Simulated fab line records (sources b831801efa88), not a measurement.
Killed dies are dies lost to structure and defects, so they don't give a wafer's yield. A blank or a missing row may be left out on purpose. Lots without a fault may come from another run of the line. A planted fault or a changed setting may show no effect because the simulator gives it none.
Which tool was responsible? / flow sky130 / 12 lots, 36 wafers sampled, at 5 steps of a route of 708

WHAT THE GAUGES READ, wafer by wafer
SKY_VIA2_RS_MEAS_22: a four-point-probe measurement. Usual: VIA2_W_RS 0.271 ohm/sq, standard deviation 0.004.
lot=L644; measured=day 38 08:20; on=film_metro-04; VIA2_W_RS (ohm/sq)=0.270 0.277 0.268; flag=
lot=L645; measured=day 38 16:05; on=film_metro-02; VIA2_W_RS (ohm/sq)=0.266 0.275 0.274; flag=
lot=L646; measured=day 38 18:43; on=film_metro-04; VIA2_W_RS (ohm/sq)=0.268 0.266 0.276; flag=
lot=L647; measured=day 38 23:29; on=film_metro-03; VIA2_W_RS (ohm/sq)=0.267 0.273 0.262; flag=
lot=L648; measured=day 39 14:43; on=film_metro-04; VIA2_W_RS (ohm/sq)=0.274 0.267 0.273; flag=
lot=L649; measured=day 39 20:24; on=film_metro-02; VIA2_W_RS (ohm/sq)=0.264 0.275 0.263; flag=
lot=L650; measured=day 40 04:36; on=film_metro-03; VIA2_W_RS (ohm/sq)=0.266 0.274 0.266; flag=
lot=L654; measured=day 41 03:03; on=film_metro-02; VIA2_W_RS (ohm/sq)=0.275 0.269 0.267; flag=
lot=L655; measured=day 41 15:23; on=film_metro-03; VIA2_W_RS (ohm/sq)=0.272 0.272 0.265; flag=
lot=L659; measured=day 42 14:43; on=film_metro-02; VIA2_W_RS (ohm/sq)=0.274 0.266 0.274; flag=
lot=L660; measured=day 42 20:25; on=film_metro-04; VIA2_W_RS (ohm/sq)=0.271 0.275 0.276; flag=
lot=L664; measured=day 43 17:01; on=film_metro-04; VIA2_W_RS (ohm/sq)=0.268 0.266 0.275; flag=

SKY_METAL3_CD_MEAS_13: target cd 300 nm. Usual: cd_nm 299.8 nm, standard deviation 1.3.
lot=L644; measured=day 40 12:57; on=cd_sem-02; cd_nm (nm)=300.3 299.8 299.6; flag=
lot=L645; measured=day 40 19:37; on=cd_sem-02; cd_nm (nm)=300.9 301.3 301.1; flag=
lot=L646; measured=day 40 22:52; on=cd_sem-02; cd_nm (nm)=300.2 299.9 301.7; flag=
lot=L647; measured=day 41 02:59; on=cd_sem-02; cd_nm (nm)=301.7 299.7 302.1; flag=
lot=L648; measured=day 41 17:50; on=cd_sem-02; cd_nm (nm)=298.7 298.8 299.5; flag=
lot=L649; measured=day 41 22:51; on=cd_sem-01; cd_nm (nm)=298.6 299.6 298.0; flag=
lot=L650; measured=day 42 05:17; on=cd_sem-01; cd_nm (nm)=299.5 297.9 299.5; flag=
lot=L654; measured=day 43 05:36; on=cd_sem-01; cd_nm (nm)=300.9 298.5 299.0; flag=
lot=L655; measured=day 43 16:17; on=cd_sem-02; cd_nm (nm)=300.1 300.1 299.5; flag=
lot=L659; measured=day 44 14:43; on=cd_sem-01; cd_nm (nm)=297.9 297.8 299.0; flag=
lot=L660; measured=day 44 19:00; on=cd_sem-01; cd_nm (nm)=300.5 300.7 300.2; flag=
lot=L664; measured=day 45 16:22; on=cd_sem-01; cd_nm (nm)=298.4 298.8 299.3; flag=

SKY_VIA3_THK_MEAS_01. Usual: VIA3_HDPCVD_THK 1642 nm, standard deviation 17.
lot=L644; measured=day 40 14:11; on=film_metro-01; VIA3_HDPCVD_THK (nm)=1633 1643 1645; flag=
lot=L645; measured=day 40 20:52; on=film_metro-01; VIA3_HDPCVD_THK (nm)=1621 1631 1634; flag=
lot=L646; measured=day 41 00:07; on=film_metro-03; VIA3_HDPCVD_THK (nm)=1631 1660 1646; flag=
lot=L647; measured=day 41 04:14; on=film_metro-03; VIA3_HDPCVD_THK (nm)=1642 1637 1639; flag=
lot=L648; measured=day 41 19:05; on=film_metro-01; VIA3_HDPCVD_THK (nm)=1666 1670 1667; flag=
lot=L649; measured=day 42 00:11; on=film_metro-03; VIA3_HDPCVD_THK (nm)=1657 1651 1660; flag=
lot=L650; measured=day 42 06:39; on=film_metro-04; VIA3_HDPCVD_THK (nm)=1601 1615 1628; flag=
lot=L654; measured=day 43 06:58; on=film_metro-01; VIA3_HDPCVD_THK (nm)=1629 1634 1626; flag=
lot=L655; measured=day 43 17:33; on=film_metro-01; VIA3_HDPCVD_THK (nm)=1632 1650 1342; flag=OFF
lot=L659; measured=day 44 15:56; on=film_metro-03; VIA3_HDPCVD_THK (nm)=1623 1626 1643; flag=
lot=L660; measured=day 44 20:17; on=film_metro-03; VIA3_HDPCVD_THK (nm)=1630 1632 1630; flag=
lot=L664; measured=day 45 17:37; on=film_metro-01; VIA3_HDPCVD_THK (nm)=1632 1642 1627; flag=

WHICH TOOL RAN EACH LOT (tool, then ch and the chambers of the sampled wafers, then the start)
lot=L644; SKY_METAL3_SPUTTER_04=pvd_sputter-03, day 38 08:55; SKY_VIA3_HDPCVD_00=hdpcvd-01 ch 1,2, day 40 14:02
lot=L645; SKY_METAL3_SPUTTER_04=pvd_sputter-04, day 38 16:41; SKY_VIA3_HDPCVD_00=hdpcvd-01 ch 1,2, day 40 20:42
lot=L646; SKY_METAL3_SPUTTER_04=pvd_sputter-01, day 38 19:14; SKY_VIA3_HDPCVD_00=hdpcvd-01 ch 0,1,2, day 41 00:00
lot=L647; SKY_METAL3_SPUTTER_04=pvd_sputter-03, day 39 00:02; SKY_VIA3_HDPCVD_00=hdpcvd-01 ch 0,1, day 41 04:02
lot=L648; SKY_METAL3_SPUTTER_04=pvd_sputter-03, day 39 15:16; SKY_VIA3_HDPCVD_00=hdpcvd-01 ch 0,1, day 41 18:53
lot=L649; SKY_METAL3_SPUTTER_04=pvd_sputter-01, day 39 20:59; SKY_VIA3_HDPCVD_00=hdpcvd-01 ch 0,1,2, day 42 00:01
lot=L650; SKY_METAL3_SPUTTER_04=pvd_sputter-04, day 40 05:10; SKY_VIA3_HDPCVD_00=hdpcvd-02 ch 0,1, day 42 06:28
lot=L654; SKY_METAL3_SPUTTER_04=pvd_sputter-01, day 41 03:38; SKY_VIA3_HDPCVD_00=hdpcvd-01 ch 1,2, day 43 06:48
lot=L655; SKY_METAL3_SPUTTER_04=pvd_sputter-01, day 41 15:56; SKY_VIA3_HDPCVD_00=hdpcvd-01 ch 0,1,2, day 43 17:22
lot=L659; SKY_METAL3_SPUTTER_04=pvd_sputter-03, day 42 15:32; SKY_VIA3_HDPCVD_00=hdpcvd-02 ch 0,2, day 44 15:45
lot=L660; SKY_METAL3_SPUTTER_04=pvd_sputter-03, day 42 21:00; SKY_VIA3_HDPCVD_00=hdpcvd-02 ch 0,1,2, day 44 20:07
lot=L664; SKY_METAL3_SPUTTER_04=pvd_sputter-03, day 43 17:34; SKY_VIA3_HDPCVD_00=hdpcvd-02 ch 0,1, day 45 17:26
- SKY_METAL3_SPUTTER_04: material TiN, target thk 70 nm, time 58.3 s.
- SKY_VIA3_HDPCVD_00: deposits SiO2, target thk 1635 nm, time 272.5 s.

WHAT THE TOOLS THEMSELVES READ (means of the sampled wafers that have a number; where no wafer has one, the mark that the record gives instead)
SKY_METAL3_SPUTTER_04. Usual: cathode_dc_power_W 6500.1 W, standard deviation 1.3; throttle_valve_pct 30.0 %, standard deviation 0.75.
lot=L644; tool=pvd_sputter-03; cathode_dc_power_W (W)=6500.4; throttle_valve_pct (%)=30.1; flag=
lot=L645; tool=pvd_sputter-04; cathode_dc_power_W (W)=6499.3; throttle_valve_pct (%)=29.3; flag=
lot=L646; tool=pvd_sputter-01; cathode_dc_power_W (W)=6499.9; throttle_valve_pct (%)=30.4; flag=
lot=L647; tool=pvd_sputter-03; cathode_dc_power_W (W)=6499.1; throttle_valve_pct (%)=29.6; flag=
lot=L648; tool=pvd_sputter-03; cathode_dc_power_W (W)=6500.0; throttle_valve_pct (%)=30.0; flag=
lot=L649; tool=pvd_sputter-01; cathode_dc_power_W (W)=6498.2; throttle_valve_pct (%)=30.4; flag=
lot=L650; tool=pvd_sputter-04; cathode_dc_power_W (W)=6500.1; throttle_valve_pct (%)=29.7; flag=
lot=L654; tool=pvd_sputter-01; cathode_dc_power_W (W)=6500.1; throttle_valve_pct (%)=30.6; flag=
lot=L655; tool=pvd_sputter-01; cathode_dc_power_W (W)=6500.6; throttle_valve_pct (%)=30.3; flag=
lot=L659; tool=pvd_sputter-03; cathode_dc_power_W (W)=6501.2; throttle_valve_pct (%)=30.1; flag=
lot=L660; tool=pvd_sputter-03; cathode_dc_power_W (W)=6500.4; throttle_valve_pct (%)=29.4; flag=
lot=L664; tool=pvd_sputter-03; cathode_dc_power_W (W)=6499.2; throttle_valve_pct (%)=30.0; flag=

SKY_VIA3_HDPCVD_00. Usual: sih4_flow_sccm 60.00 sccm, standard deviation 0.19.
lot=L644; tool=hdpcvd-01; sih4_flow_sccm (sccm)=59.93; flag=
lot=L645; tool=hdpcvd-01; sih4_flow_sccm (sccm)=60.15; flag=
lot=L646; tool=hdpcvd-01; sih4_flow_sccm (sccm)=60.03; flag=
lot=L647; tool=hdpcvd-01; sih4_flow_sccm (sccm)=60.11; flag=
lot=L648; tool=hdpcvd-01; sih4_flow_sccm (sccm)=60.06; flag=
lot=L649; tool=hdpcvd-01; sih4_flow_sccm (sccm)=59.83; flag=
lot=L650; tool=hdpcvd-02; sih4_flow_sccm (sccm)=59.94; flag=
lot=L654; tool=hdpcvd-01; sih4_flow_sccm (sccm)=60.07; flag=
lot=L655; tool=hdpcvd-01; sih4_flow_sccm (sccm)=56.05; flag=OFF
lot=L659; tool=hdpcvd-02; sih4_flow_sccm (sccm)=60.09; flag=
lot=L660; tool=hdpcvd-02; sih4_flow_sccm (sccm)=60.04; flag=
lot=L664; tool=hdpcvd-02; sih4_flow_sccm (sccm)=59.92; flag=

THE ANSWER, worked out from the rows above alone
Rule: a lot is off if the mean of its wafers that have a number lies more than 3 standard deviations from the usual mean. A lot without any number at a reading at which 4 lots or more have one is off too. The other lots that the step has rows for count as sound. The gauges are gone through in route order, then the tools' own readings, and for those a lot's mean is taken as printed above. The first step at which some lot is off is used, and at that step the reading that is off furthest; a lot without a number counts as furthest.
Off: L655, seen at SKY_VIA3_THK_MEAS_01 (VIA3_HDPCVD_THK).
A tool fits if, at a process step before that reading, it ran every lot that is off, and no sound lot after the first of them. The gauges at SKY_VIA3_THK_MEAS_01 aren't tried: what is off there is off at SKY_VIA3_HDPCVD_00 too, on other tools, and a gauge's error can't cause that. 2 tools fit, pvd_sputter-01 at SKY_METAL3_SPUTTER_04 and hdpcvd-01 at SKY_VIA3_HDPCVD_00, so this cannot tell which one it is.

WHAT WAS PUT IN BY THE SIMULATOR
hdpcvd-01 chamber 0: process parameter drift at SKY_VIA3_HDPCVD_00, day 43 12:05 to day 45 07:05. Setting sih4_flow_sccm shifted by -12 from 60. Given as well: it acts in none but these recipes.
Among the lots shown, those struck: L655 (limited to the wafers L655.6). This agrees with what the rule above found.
